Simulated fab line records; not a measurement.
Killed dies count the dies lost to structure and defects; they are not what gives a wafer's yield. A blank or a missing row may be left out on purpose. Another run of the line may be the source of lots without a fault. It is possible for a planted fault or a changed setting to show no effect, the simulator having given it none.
Chamber matching    flow sky130    SKY_VIA3_CMP_24 on cmp-02: 4 sister chambers
The step polishes, stops on SiO2, t overpolish 20 s, target thk 0 nm. 30 wafers are shown with their chamber, then 12 later ones without.

## WAFERS WITH THEIR CHAMBER
wafer   chamber  motorCurrentA (A)  timeToEndpointS (s)  slurryFilterDpKPa (kPa)
L074.3  1        9.2                93                   13.43
L074.4  0        11.0               92                   13.63
L074.6  1        10.7               95                   13.45
L075.2  1        10.2               96                   13.47
L075.4  0        11.9               96                   13.26
L075.6  0        10.7               91                   13.74
L078.2  1        10.0               88                   13.58
L078.4  3        12.4               88                   13.66
L078.5  2        11.0               89                   13.44
L079.1  3        12.1               96                   13.35
L079.3  0        11.5               95                   13.62
L079.5  1        10.4               90                   13.55
L081.1  2        12.5               98                   13.48
L081.3  1        9.8                98                   13.59
L081.6  0        11.4               97                   13.52
L082.1  3        11.8               90                   13.52
L082.4  0        10.9               94                   13.36
L082.5  0        11.2               90                   13.44
L083.1  2        12.1               100                  13.46
L083.5  1        10.1               97                   13.56
L083.6  2        11.6               97                   13.36
L084.2  2        11.9               96                   13.38
L084.3  0        11.6               93                   13.64
L084.4  3        11.9               96                   13.56
L085.1  0        11.0               99                   13.62
L085.3  1        9.8                99                   13.58
L085.4  2        11.4               97                   13.75
L086.2  1        9.9                95                   13.64
L086.3  3        12.5               95                   13.55
L086.5  0        11.2               95                   13.69

SIGNATURES, as means of the wafers listed above
reading            chamber 0  chamber 1  chamber 2  chamber 3  scatter within a chamber
motorCurrentA      11.240     10.011     11.750     12.140     0.411
timeToEndpointS    94.20      94.56      96.17      93.00      3.41
slurryFilterDpKPa  13.5520    13.5389    13.4783    13.5280    0.125
Rule: a wafer's distance from a chamber is the root of the sum, over the readings, of the square of ((its reading less the chamber's mean) divided by the reading's scatter). If the next closest chamber is less than 2 further off than the closest, the wafer can't be placed; otherwise it belongs to the closest. The scatter: the root of (the sum of the squares of (reading less its chamber's mean) over the shown wafers, divided by (wafers less chambers)).

## WAFERS WITH NO CHAMBER GIVEN
wafer   motorCurrentA (A)  timeToEndpointS (s)  slurryFilterDpKPa (kPa)
L087.2  10.2               100                  13.44
L087.4  11.3               98                   13.51
L087.6  9.8                97                   13.52
L092.3  11.0               97                   13.40
L092.5  12.1               98                   13.56
L092.6  11.4               99                   13.33
L097.2  11.8               86                   13.24
L097.4  12.1               88                   13.36
L097.6  10.8               90                   13.39
L096.3  12.1               91                   13.29
L096.5  9.2                89                   13.31
L096.6  12.0               91                   13.59

## CHAMBER TAKEN BY EACH
wafer   from the rows above                in truth
L087.2  can't be placed: 1 or 0            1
L087.4  can't be placed: 0 or 2 or 3       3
L087.6  1                                  1
L092.3  can't be placed: 0 or 2 or 1 or 3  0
L092.5  can't be placed: 2 or 3 or 0       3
L092.6  can't be placed: 2 or 0 or 3       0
L097.2  can't be placed: 3 or 2 or 0       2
L097.4  can't be placed: 3 or 2 or 0       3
L097.6  can't be placed: 0 or 1 or 2 or 3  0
L096.3  can't be placed: 3 or 2 or 0       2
L096.5  1                                  1
L096.6  can't be placed: 3 or 2 or 0       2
Correctly placed: 2 of 12. Not placeable from these rows: 10 (in 10, the candidates include the true chamber). 0 placed wrongly.
